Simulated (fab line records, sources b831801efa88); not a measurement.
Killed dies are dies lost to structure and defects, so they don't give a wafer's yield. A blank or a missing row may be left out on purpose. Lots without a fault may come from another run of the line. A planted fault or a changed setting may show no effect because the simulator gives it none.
fab line records | flow sky130
record lots=5 wafers=15 last_day=50
route steps=708 shown GATE_OXIDE@192 POLY_GATE@204 RES_PROTECT@206 PAD_OPEN@708
lots that met no fault: from a run of the same line without faults
start_h: hours from the record's first day to the start of the lot's first wafer shown | wait_h: hours since the lot's step before | " the same as in the row above | L1.1+2: a row that stands for several wafers | - no value, or no start given | * or withheld: withheld | < > ~ a bound
route shown NAME@n: a module of which the file shows steps, and the number in the route of the first | usual: mean/standard deviation of fault-free wafers | same: alike in all rows | chamber/n: place in a boat | sites: the reading at each site | _std_site: their standard deviation | _edge_site: outer sites' mean less inner sites' | radius_mm: how far each site lies from the wafer's centre | mask NAME#n: copy n | behind: the tool/chamber that last shaped the wafer | hold: why the lot was held/for how many hours/how that ended | device: the transistor (n, p or np) that didn't switch | end of line: the same wafers' tests at the end of the route | a step without rows: its recipe alone | killed: dies lost to structure and defects at the first sort, not the wafer's yield | map: a wafer's dies, x killed, . not, _ none there
set.NAME: the setting as run; set.NAME@STEP: as run at that earlier step | model.NAME: the simulator's own value behind a step, which no gauge read
lots at some steps of the route; a table a step, a row a wafer
services: from which hour (start_h, from the record's first day; less than 0 if before it) a tool's chamber was out of use, for how many hours, and why
## steps
# step SKY_GATE_OXIDE_COAT_05
# recipe resist=NOVOLAK spin_rpm=3000 resist_thk_nm=1140
# step SKY_GATE_OXIDE_SOFTBAKE_06
# recipe temp_c=90 time_s=60 resist=NOVOLAK
# step SKY_GATE_OXIDE_EXPOSE_07
# recipe mask_id=LVOM na=0.6 source_shape=conventional sigma_outer=0.6 polarization=unpolarized target_cd_nm=600 dose_mj=170
# step SKY_GATE_OXIDE_PEB_08
# recipe temp_c=withheld time_s=* resist=NOVOLAK
# step SKY_GATE_OXIDE_DEVELOP_09
# recipe resist=NOVOLAK developer=TMAH develop_time_s=60 dev_temp_c=23
# step SKY_GATE_OXIDE_OVL_MEAS_10
# usual GATE_OXIDE_OVL=-1.3/1.3
# columns lot.wafer tool chamber start_h wait_h GATE_OXIDE_OVL[nm]
L625.3 overlay-02 - 321.34 0.1 1.0
L625.4 " - " " 0.0
L625.6 " - " " -0.4
L631.1 overlay-02 - 374.87 0.1 1.3
L631.4 " - " " -0.5
L631.5 " - " " 0.1
L636.1 overlay-02 - 423.18 0.1 0.5
L636.3 " - " " -0.3
L636.5 " - " " -2.0
L645.2 overlay-01 - 497.58 0.1 -0.8
L645.5 " - " " -2.3
L645.6 " - " " -1.8
L646.1 overlay-01 - 501.82 0.1 -2.6
L646.3 " - " " -1.6
L646.4 " - " " -1.8
# step SKY_GATE_OXIDE_IMPLANT_11
# recipe species=B energy_kev=10 dose_cm2=2.6e+12 tilt_deg=withheld
# step SKY_GATE_OXIDE_WET_ETCH_12
# recipe chemistry=dHF target_depth_nm=16.8 dry=n2_spin target=SiO2 dilution=100:1 temp_c=25 time_s=336
# step SKY_GATE_OXIDE_STRIP_13
# recipe chemistry=O2/N2 power_w=1400 pressure_mtorr=1500 platen_temp_c=withheld o2_flow_sccm=3000 n2_flow_sccm=300 overash_fraction=0.5
# usual drypump_motor_current_A=5.9/0.35 oes_product_au=0.716/0.0046 strip_time_to_endpoint_s=14.19/0.039
# columns lot.wafer tool chamber start_h wait_h drypump_motor_current_A oes_product_au rf_hours_counter_h strip_time_to_endpoint_s
L625.3 plasma_asher-02 1 321.64 0.0 6.1 0.718 - 14.19
L625.4 " 0 " " 5.3 0.716 - 14.23
L625.6 " 0 " " 5.3 0.706 - 14.23
L631.1 plasma_asher-03 1 375.16 0.0 5.8 0.719 66 14.14
L631.4 " 1 " " 5.8 0.714 - 14.23
L631.5 " 1 " " 5.8 0.707 - 14.15
L636.1 plasma_asher-03 0 423.47 0.0 6.4 0.718 70 14.18
L636.3 " 1 " " 5.8 0.714 - 14.13
L636.5 " 0 " " 6.5 0.718 - 14.17
L645.2 plasma_asher-02 1 497.86 0.0 6.1 0.716 6 14.19
L645.5 " 0 " " 5.3 0.714 - 14.19
L645.6 " 1 " " 6.1 0.716 - 14.15
L646.1 plasma_asher-02 0 502.11 0.0 5.3 0.722 7 14.19
L646.3 " 1 " " 6.1 0.724 - 14.22
L646.4 " 0 " " 5.3 0.709 - 14.20
# step SKY_GATE_OXIDE_TW_MEAS_14
# usual GATE_OXIDE_TW=223.1/1.6
# columns lot.wafer tool chamber start_h wait_h GATE_OXIDE_TW
L625.3 film_metro-01 - 321.73 0.1 223.6
L625.4 " - " " 224.2
L625.6 " - " " 222.3
L631.1 film_metro-02 - 375.26 0.1 224.3
L631.4 " - " " 224.9
L631.5 " - " " 225.1
L636.1 film_metro-02 - 423.57 0.1 225.9
L636.3 " - " " 227.0
L636.5 " - " " 224.9
L645.2 film_metro-01 - 497.97 0.1 224.0
L645.5 " - " " 223.0
L645.6 " - " " 222.4
L646.1 film_metro-02 - 502.21 0.1 221.4
L646.3 " - " " 220.6
L646.4 " - " " 220.6
# step SKY_GATE_OXIDE_CLEAN_15
# recipe chemistry=SC1/SC2 mix=1:4:20 temp_c=70 time_s=150 dry=n2_spin
# step SKY_GATE_OXIDE_OXIDATION_16
# recipe temp_c=800 ambient=O2 idle_temp_c=700 ramp_up_c_per_min=10 ramp_down_c_per_min=3 stabilise_s=600 purge_s=300 target_thk_a=35.7 ox_time_s=1915
# step SKY_POLY_GATE_CVD_00
# recipe material=poly-Si target_thk_nm=180 temp_c=620 time_s=720 pressure_mtorr=200
# usual susceptor_temp_C=620.02/0.27 zone_power_centre_pct=9.07/0.24 zone_power_upper_pct=8.5/0.72
# columns lot.wafer tool chamber start_h wait_h susceptor_temp_C zone_power_centre_pct zone_power_upper_pct model.poly-Si_of_POLY_GATE_CVD_00.thk_nm
L625.3 lpcvd-01 1 325.31 0.0 619.71 8.92 7.9 180.3
L625.4 " 1 " " 619.98 8.88 7.9 181.9
L625.6 " 1 " " 620.01 8.80 7.9 181.9
L631.1 lpcvd-01 1 378.01 0.0 620.24 8.76 8.0 180.8
L631.4 " 1 " " 619.88 8.89 7.8 177.7
L631.5 " 1 " " 620.18 9.06 7.8 178.6
L636.1 lpcvd-01 1 425.35 0.0 619.81 8.67 7.8 234.6
L636.3 " 1 " " 620.24 8.93 7.8 235.2
L636.5 " 1 " " 620.01 8.91 7.9 234.8
L645.2 lpcvd-01 1 499.60 0.0 619.66 8.84 7.8 178.9
L645.5 " 1 " " 620.41 8.95 7.8 181.4
L645.6 " 1 " " 620.29 8.88 7.9 179.7
L646.1 lpcvd-01 0 504.07 0.0 620.10 9.34 9.4 181.2
L646.3 " 0 " " 619.99 9.34 9.2 181
L646.4 " 0 " " 619.57 9.36 9.4 181.2
# step SKY_POLY_GATE_THK_MEAS_01
# recipe reads=poly-Si_of_POLY_GATE_CVD_00
# usual POLY_GATE_CVD_00_THK=180.0/1.7
# columns lot.wafer tool chamber start_h wait_h POLY_GATE_CVD_00_THK[nm]
L625.3 film_metro-03 - 326.53 0.0 180.4
L625.4 " - " " 181.9
L625.6 " - " " 181.7
L631.1 film_metro-04 - 379.21 0.0 180.7
L631.4 " - " " 177.6
L631.5 " - " " 178.6
L636.1 film_metro-03 - 426.55 0.0 234.8
L636.3 " - " " 235.1
L636.5 " - " " 234.7
L645.2 film_metro-04 - 500.81 0.0 178.8
L645.5 " - " " 181.5
L645.6 " - " " 179.6
L646.1 film_metro-02 - 505.27 0.0 181.3
L646.3 " - " " 180.9
L646.4 " - " " 181.2
# step SKY_RES_PROTECT_DEHYDRATE_00
# recipe temp_c=200 time_s=60
# step SKY_RES_PROTECT_HMDS_01
# recipe prime_time_s=60 prime_temp_c=120
# step SKY_RES_PROTECT_COAT_02
# recipe resist=NOVOLAK spin_rpm=3000 resist_thk_nm=1140
# step SKY_RES_PROTECT_SOFTBAKE_03
# recipe temp_c=90 time_s=60 resist=NOVOLAK
# step SKY_RES_PROTECT_EXPOSE_04
# recipe mask_id=RPM na=0.6 source_shape=conventional sigma_outer=0.6 polarization=unpolarized target_cd_nm=1270 dose_mj=131
# step SKY_RES_PROTECT_PEB_05
# recipe temp_c=withheld time_s=* resist=NOVOLAK
# step SKY_RES_PROTECT_DEVELOP_06
# recipe resist=NOVOLAK developer=TMAH develop_time_s=60 dev_temp_c=23
# step SKY_POLY_GATE_IMPLANT_02
# recipe species=P energy_kev=30 dose_cm2=7.7e+15 tilt_deg=0
# step SKY_RES_PROTECT_STRIP_07
# recipe chemistry=O2/N2 power_w=1400 pressure_mtorr=1500 platen_temp_c=withheld o2_flow_sccm=3000 n2_flow_sccm=300 overash_fraction=0.5
# usual drypump_motor_current_A=5.7/0.48 oes_product_au=0.518/0.0048 strip_time_to_endpoint_s=23.31/0.044
# columns lot.wafer tool chamber start_h wait_h drypump_motor_current_A oes_product_au rf_hours_counter_h strip_time_to_endpoint_s
L625.3 plasma_asher-02 1 353.47 0.1 6.1 0.522 - 23.23
L625.4 " 0 " " 5.3 0.522 - 23.30
L625.6 " 1 " " 6.1 0.514 - 23.26
L631.1 plasma_asher-03 0 408.55 0.1 6.5 0.521 69 23.36
L631.4 " 1 " " 5.8 0.518 - 23.35
L631.5 " 1 " " 5.8 0.524 - 23.38
L636.1 plasma_asher-03 0 457.40 0.1 6.5 0.507 74 23.28
L636.3 " 1 " " 5.8 0.516 - 23.33
L636.5 " 1 " " 5.8 0.516 - 23.27
L645.2 plasma_asher-01 0 531.78 0.1 5.1 0.523 73 23.40
L645.5 " 0 " " 5.1 0.521 - 23.27
L645.6 " 1 " " 5.7 0.523 - 23.34
L646.1 plasma_asher-01 1 535.88 0.1 5.7 0.516 73 23.31
L646.3 " 0 " " 5.1 0.518 - 23.31
L646.4 " 1 " " 5.7 0.519 - 23.29
# step SKY_RES_PROTECT_TW_MEAS_08
# usual POLY_GATE_TW=4023/34
# columns lot.wafer tool chamber start_h wait_h POLY_GATE_TW
L625.3 film_metro-02 - 353.62 0.1 4014
L625.4 " - " " 4026
L625.6 " - " " 4022
L631.1 film_metro-03 - 408.65 0.1 4055
L631.4 " - " " 4046
L631.5 " - " " 4045
L636.1 film_metro-01 - 457.50 0.1 3982
L636.3 " - " " 3975
L636.5 " - " " 3985
L645.2 film_metro-03 - 531.89 0.1 4063
L645.5 " - " " 4055
L645.6 " - " " 4063
L646.1 film_metro-02 - 535.98 0.1 3988
L646.3 " - " " 3986
L646.4 " - " " 3988
# step SKY_RES_PROTECT_CLEAN_09
# recipe chemistry=SC1/SC2 mix=1:4:20 temp_c=70 time_s=150 dry=n2_spin
# usual temp_c=70.00/0.13
# columns lot.wafer tool chamber start_h wait_h temp_c model.poly-Si_of_POLY_GATE_CVD_00.thk_nm
L625.3 wet_bench-04 1 353.66 0.0 70.11 179.7
L625.4 " 1 " " 69.79 181.2
L625.6 " 1 " " 69.74 181.3
L631.1 wet_bench-02 1 408.71 0.1 70.00 180.2
L631.4 " 1 " " 69.90 177.1
L631.5 " 1 " " 69.86 178
L636.1 wet_bench-03 1 457.56 0.1 70.30 234
L636.3 " 1 " " 70.04 234.6
L636.5 " 1 " " 70.13 234.2
L645.2 wet_bench-04 2 531.94 0.0 70.16 178.3
L645.5 " 2 " " 70.03 180.8
L645.6 " 2 " " 70.06 179.1
L646.1 wet_bench-02 3 536.04 0.1 70.09 180.6
L646.3 " 3 " " 69.90 180.4
L646.4 " 3 " " 69.96 180.6
# step SKY_POLY_GATE_CVD_03
# recipe material=Si3N4 precursor=DCS/NH3 target_thk_nm=75 temp_c=770 time_s=1290 pressure_mtorr=250
# step SKY_PAD_OPEN_PROBE_99
# columns lot.wafer tool chamber start_h wait_h model.etest.res_xhigh_po.line_ohm_um model.etest.res_xhigh_po.rs_ohm_sq model.etest.tip_sonos.rs_ohm_sq model.etest.res_high_po.line_ohm_um model.etest.res_poly.line_ohm_um model.etest.licon_high_po.rc_ohm model.etest.res_high_po.rs_ohm_sq model.etest.licon_poly.rc_ohm
L625.3 prober-01 - 1089.98 0.2 5628 2010 2516 752.5 490.5 334.7 256.9 147.5
L625.4 prober-01 - 1090.03 0.2 5476 1907 2532 711.4 490.1 330.7 248.6 142.9
L625.6 prober-01 - 1090.13 0.2 5729 2017 2582 733.2 496.7 329.6 257.5 154.4
L631.1 prober-01 - 1125.38 0.1 5688 2017 2663 759 522.6 348.4 266.2 152
L631.4 prober-01 - 1125.53 0.2 5469 1914 2654 742.4 518.2 344.8 259.8 151.6
L631.5 prober-01 - 1125.58 0.2 5742 2030 2622 773.1 538.4 366.5 268.2 151.5
L636.1 prober-02 - 1154.89 0.1 6366 2235 2818 644.5 440.4 403.5 227.3 170
L636.3 prober-02 - 1154.99 0.2 6367 2264 2848 641.2 429.6 411.5 228.1 174.8
L636.5 prober-02 - 1155.09 0.2 6585 2294 2843 644.5 432.7 404.1 229.2 169.8
L645.2 prober-02 - 1197.37 0.1 5630 1972 2673 756.6 521.7 354.5 261.2 156.3
L645.5 prober-02 - 1197.52 0.2 5447 1891 2740 728.6 502 334.1 249.2 146.6
L645.6 prober-02 - 1197.57 0.2 5811 2001 2680 754.1 527.7 335.9 262.1 148.6
L646.1 prober-01 - 1200.19 0.1 5666 1984 2675 752.3 513.5 355.7 259.9 150.6
L646.3 prober-01 - 1200.29 0.2 5936 2094 2716 771.8 522.6 357.1 266.7 149.7
L646.4 prober-01 - 1200.34 0.2 5813 2031 2678 750.2 512.5 351.9 262.7 149.6
# killed by level:class
L625.3 VIA1:geometric_particle:open=14 CONTACT:geometric_particle:open=8 VIA3:geometric_particle:open=7 VIA2:geometric_particle:open=7 METAL4:geometric_particle:short=7 LI_CONTACT:geometric_particle:open=6 FIELD_ISO:geometric_particle:short=5 CONTACT:geometric_particle:short=4
L625.4 VIA1:geometric_particle:open=10 CONTACT:geometric_particle:open=8 POLY_GATE:geometric_particle:short=7 CONTACT:geometric_particle:short=7 VIA1:geometric_particle:short=6 METAL2:geometric_particle:short=6 VIA3:geometric_particle:open=5 VIA2:geometric_particle:open=5
L625.6 METAL2:geometric_particle:short=10 VIA1:geometric_particle:open=9 CONTACT:geometric_particle:open=7 VIA3:geometric_particle:open=7 LI_CONTACT:geometric_particle:open=6 CONTACT:geometric_particle:short=6 POLY_GATE:geometric_particle:short=5 VIA1:geometric_particle:short=5
L631.1 FIELD_ISO:geometric_particle:short=8 CONTACT:geometric_particle:open=8 LI_CONTACT:geometric_particle:open=6 CONTACT:geometric_particle:short=6 METAL2:geometric_particle:short=6 VIA1:geometric_particle:open=5 VIA3:geometric_particle:open=5 METAL1:geometric_particle:open=4
L631.4 VIA2:geometric_particle:open=9 METAL1:geometric_particle:short=6 VIA1:geometric_particle:open=6 METAL2:geometric_particle:short=5 VIA3:geometric_particle:short=5 FIELD_ISO:geometric_particle:short=4 FIELD_ISO:geometric_particle:open=4 POLY_GATE:geometric_particle:open=4
L631.5 CONTACT:geometric_particle:open=9 LI_CONTACT:geometric_particle:open=8 VIA2:geometric_particle:open=7 CONTACT:geometric_particle:short=6 VIA3:geometric_particle:open=6 FIELD_ISO:geometric_particle:short=5 METAL1:geometric_particle:open=4 POLY_GATE:geometric_particle:short=4
L645.2 VIA1:geometric_particle:open=8 VIA2:geometric_particle:open=6 CONTACT:geometric_particle:open=6 VIA3:geometric_particle:open=6 METAL4:geometric_particle:short=6 FIELD_ISO:geometric_particle:short=5 METAL1:geometric_particle:short=5 VIA1:geometric_particle:short=5
L645.5 METAL1:geometric_particle:short=11 VIA2:geometric_particle:open=9 VIA1:geometric_particle:open=8 LI_CONTACT:geometric_particle:open=8 CONTACT:geometric_particle:short=7 LI_CONTACT:geometric_particle:short=6 CONTACT:geometric_particle:open=6 VIA3:geometric_particle:open=6
L645.6 VIA1:geometric_particle:open=11 CONTACT:geometric_particle:open=10 VIA2:geometric_particle:open=8 FIELD_ISO:geometric_particle:short=7 VIA3:geometric_particle:open=7 VIA1:geometric_particle:short=5 LOCAL_INTERCONNECT:geometric_particle:short=4 VIA3:geometric_particle:short=4
L646.1 VIA1:geometric_particle:open=12 CONTACT:geometric_particle:open=6 METAL2:geometric_particle:short=5 VIA3:geometric_particle:open=4 LOCAL_INTERCONNECT:geometric_particle:short=3 METAL1:geometric_particle:short=3 POLY_GATE:geometric_particle:short=2 SPACER:geometric_particle:open=2
L646.3 VIA1:geometric_particle:open=13 VIA3:geometric_particle:open=10 LI_CONTACT:geometric_particle:open=9 FIELD_ISO:geometric_particle:open=6 LOCAL_INTERCONNECT:geometric_particle:short=6 CONTACT:geometric_particle:open=5 CONTACT:geometric_particle:short=4 METAL1:geometric_particle:short=4
L646.4 VIA1:geometric_particle:open=9 CONTACT:geometric_particle:open=7 LI_CONTACT:geometric_particle:open=6 POLY_GATE:geometric_particle:short=5 METAL1:geometric_particle:short=5 METAL2:geometric_particle:short=5 VIA2:geometric_particle:open=4 VIA3:geometric_particle:open=4
## services
# columns tool chamber start_h hours kind
plasma_asher-03 - 332.09 1.1 repair
wet_bench-04 - 344.01 4.4 pm
plasma_asher-03 - 381.36 2.0 repair
plasma_asher-02 - 388.98 14.6 pm
lpcvd-01 - 394.09 2.8 pm
plasma_asher-02 - 421.25 9.0 pm
plasma_asher-02 0 421.25 9.0 vent_cycle
plasma_asher-02 1 421.25 9.0 vent_cycle
plasma_asher-02 0 430.25 - clean
plasma_asher-02 1 430.25 - clean
plasma_asher-03 - 501.43 2.8 pm
## key
first_sign step=SKY_POLY_GATE_THK_MEAS_01 reading=POLY_GATE_CVD_00_THK direction=up sigmas=32 usual=180.0 struck=234.9
effect none on later readings
model_effect step=SKY_POLY_GATE_CVD_00 value=poly-Si_of_POLY_GATE_CVD_00.thk_nm without=179.9 struck=234.9
model_effect step=SKY_RES_PROTECT_CLEAN_09 value=poly-Si_of_POLY_GATE_CVD_00.thk_nm without=179.3 struck=234.3
model_effect step=SKY_PAD_OPEN_PROBE_99 value=etest.res_xhigh_po.line_ohm_um without=5628 struck=6439
met_at SKY_POLY_GATE_CVD_00
struck_wafers L636.1,L636.3,L636.5
sort_left_out L636.1,L636.3,L636.5
tester_left_out L636
onset_between 378.01 425.35
also_fits SKY_GATE_OXIDE_STRIP_13:plasma_asher-03
fault kind=process_parameter_drift tool=lpcvd-01 chamber=1 onset_h=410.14 steps=SKY_POLY_GATE_CVD_00 channel=target_thk_nm offset=55.01 shape=step end_h=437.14 stated=180
# tester_left_out: of these lots the tester's yield and bins aren't shown, on N5 and GAA mostly nor the transistor test; their killed dies are dies lost to structure and defects alone, not to doping, threshold or leakage, so they don't give the yield
# sort_left_out: the simulated sort isn't trusted on such a fault, so these wafers' sort isn't shown, and their yield isn't known
